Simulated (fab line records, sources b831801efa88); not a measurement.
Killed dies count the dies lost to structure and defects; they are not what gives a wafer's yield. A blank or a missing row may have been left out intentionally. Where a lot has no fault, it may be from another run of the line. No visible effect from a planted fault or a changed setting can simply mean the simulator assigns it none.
Matching of chambers -- flow gf180mcu -- 4 sister chambers for GF_V1_CMP_26 on cmp-02
The step polishes, stops on SiO2, t overpolish 15 s, target thk 0 nm. 4 wafers are shown with their chamber, then 8 later ones without.

== WAFERS PAIRED WITH THEIR CHAMBERS ==
wafer,chamber,time-to-endpoint-s (s)
L294.4,2,87
L295.4,1,81
L295.6,3,77
L297.2,0,75

== WAFERS WITH NO CHAMBER GIVEN ==
wafer,time-to-endpoint-s (s)
L297.3,82
L297.5,82
L300.1,77
L300.2,79
L300.6,83
L306.3,84
L306.4,87
L306.6,84

== THE CHAMBER EACH PASSED THROUGH ==
wafer,from the rows above,in truth
L297.3,1,1
L297.5,1,1
L300.1,can't be placed: 3 or 0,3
L300.2,can't be placed: 1 or 3 or 0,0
L300.6,can't be placed: 1 or 2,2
L306.3,can't be placed: 1 or 2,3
L306.4,2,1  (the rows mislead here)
L306.6,can't be placed: 1 or 2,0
Correct placement for 2 of the 8. Can't be placed from these rows: 5 (the true chamber is among the candidates in 3). Placed wrongly: 1.
How it was worked out, from the rows above alone: a wafer's distance from a chamber is the root of the sum, over the readings, of the square of ((its reading less the chamber's mean) divided by the reading's scatter). If the next closest chamber is less than 2 further off than the closest, the wafer can't be placed; otherwise it belongs to the closest. A chamber's mean is the mean of its shown wafers. The scatter (one wafer shown for each chamber): square how far every hidden wafer sits from the nearest shown wafer, average those squares and take the square root.
